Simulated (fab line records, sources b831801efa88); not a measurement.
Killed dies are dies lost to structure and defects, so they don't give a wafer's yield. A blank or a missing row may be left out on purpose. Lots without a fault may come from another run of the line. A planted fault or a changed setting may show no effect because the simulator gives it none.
Which tool did it? | flow gf180mcu | 13 lots, 36 wafers sampled, at 3 steps of a route of 602

WHAT THE GAUGES READ, wafer by wafer
GF_STI_THK_MEAS_02.
lot  | measured    | on            | STI_OXIDATION_THK (nm)
L703 | day 1 11:31 | film_metro-04 | 10.48 10.58
L706 | day 2 02:31 | film_metro-04 | 10.56 10.73 10.68
L707 | day 2 08:20 | film_metro-02 | 10.44 10.58 10.66
L708 | day 2 12:31 | film_metro-04 | 10.57 10.57 10.59
L710 | day 2 22:34 | film_metro-02 | 10.11 10.28 10.21
L715 | day 3 23:51 | film_metro-04 | 10.10 10.02 9.89
L716 | day 4 04:31 | film_metro-02 | 10.54 10.68 10.53
L718 | day 4 14:31 | film_metro-01 | 10.45 10.36 10.34
L721 | day 5 05:31 | film_metro-01 | 10.00 10.09 10.17
L722 | day 5 10:31 | film_metro-04 | 10.74 10.75 10.76
L723 | day 5 15:31 | film_metro-02 | 10.30 10.15
L725 | day 6 01:34 | film_metro-04 | 10.22 10.23
L726 | day 6 06:50 | film_metro-02 | 10.27 10.38 10.28

GF_HV_LDD_TW_MEAS_23.
lot  | measured     | on            | HV_LDD_2_TW
L703 | day 10 21:34 | film_metro-02 | 1071 1063
L706 | day 11 15:25 | film_metro-01 | 1051 1043 1053
L707 | day 12 01:49 | film_metro-02 | 1069 1068 1067
L708 | day 12 08:07 | film_metro-03 | 1045 1045 1039
L710 | day 13 06:29 | film_metro-03 | 1044 1046 1043
L715 | day 14 15:38 | film_metro-03 | 936 933 930
L716 | day 14 21:44 | film_metro-02 | 940 932 941
L718 | day 15 09:47 | film_metro-03 | 928 926 924
L721 | day 16 12:32 | film_metro-03 | 1053 1052 1053
L722 | day 16 18:41 | film_metro-03 | 1050 1049 1052
L723 | day 17 03:59 | film_metro-02 | 1072 1070
L725 | day 17 18:56 | film_metro-03 | 1052 1054
L726 | day 17 23:35 | film_metro-02 | 1068 1069 1068

WHICH TOOL RAN EACH LOT (tool, then ch and the chambers of the sampled wafers, then the start)
lot  | GF_HV_LDD_IMPLANT_21
L703 | implanter-01 ch 0, day 10 21:19
L706 | implanter-01 ch 0, day 11 15:11
L707 | implanter-02 ch 0, day 12 01:34
L708 | implanter-02 ch 0, day 12 07:52
L710 | implanter-01 ch 0, day 13 06:14
L715 | implanter-01 ch 0, day 14 15:23
L716 | implanter-01 ch 0, day 14 21:31
L718 | implanter-01 ch 0, day 15 09:32
L721 | implanter-02 ch 0, day 16 12:19
L722 | implanter-02 ch 0, day 16 18:26
L723 | implanter-02 ch 0, day 17 03:44
L725 | implanter-02 ch 0, day 17 18:44
L726 | implanter-03 ch 0, day 17 23:22
- GF_HV_LDD_IMPLANT_21

WHAT THE TOOLS THEMSELVES READ (means of the sampled wafers that have a number; where no wafer has one, the mark that the record gives instead)
GF_HV_LDD_IMPLANT_21.
lot  | tool         | dose_ions_cm2 | faraday_current_uA
L703 | implanter-01 | 5.002e+13     | 284
L706 | implanter-01 | 5.001e+13     | 282
L707 | implanter-02 | 5.002e+13     | 283
L708 | implanter-02 | 5.008e+13     | 284
L710 | implanter-01 | 5.005e+13     | 280
L715 | implanter-01 | 3.363e+13     | 189
L716 | implanter-01 | 3.363e+13     | 195
L718 | implanter-01 | 3.357e+13     | 189
L721 | implanter-02 | 5.009e+13     | 279
L722 | implanter-02 | 5.004e+13     | 280
L723 | implanter-02 | 4.998e+13     | 282
L725 | implanter-02 | 5.002e+13     | 282
L726 | implanter-03 | 5.004e+13     | 289

THE ANSWER, worked out from the rows above alone
Rule: what is usual is taken from the lots themselves. Put in order of their means at a reading, lots are off if they are a third of the lots or fewer, leave a main group of 4 or more, and stand apart from it by a gap of 3 or more times the standard deviation of the main group's means; of several such gaps the widest counts. A main group whose means are all the same, to the digits that the tables above print for the reading, isn't used. A lot without any number at a reading at which 4 lots or more have one is off too. The other lots that the step has rows for count as sound. The gauges are gone through in route order, then the tools' own readings, and for those a lot's mean is taken as printed above. The first step at which some lot is off is used, and at that step the reading that is off furthest; a lot without a number counts as furthest.
Off: L715, L716, L718, at GF_HV_LDD_TW_MEAS_23 (HV_LDD_2_TW). The main group: mean 1057, standard deviation 10.
A tool fits if, at a process step before that reading, it ran every lot that is off, and no sound lot after the first of them. The gauges at GF_HV_LDD_TW_MEAS_23 aren't tried: what is off there is off at GF_HV_LDD_IMPLANT_21 too, on other tools, and a gauge's error can't cause that. One fits: implanter-01 at GF_HV_LDD_IMPLANT_21. Its last sound lot is L710 (day 13 06:14), its first lot that is off L715 (day 14 15:23): a fault that began between those two fits.
The tool's own readings at GF_HV_LDD_IMPLANT_21 bear it out: on the lots that are off they differ by more than 5 times the standard deviation of the sound lots' means. dose_ions_cm2 reads 3.361e+13 there against 5.004e+13 on the sound lots; faraday_current_uA reads 191 there against 282 on the sound lots.

WHAT THE SIMULATOR HAD PUT IN
Process parameter drift: implanter-01, from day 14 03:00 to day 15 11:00, at GF_HV_LDD_IMPLANT_21. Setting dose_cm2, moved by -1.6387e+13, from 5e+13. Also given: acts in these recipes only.
Lots struck among those shown: L715, L716, L718. The rule above found the same.
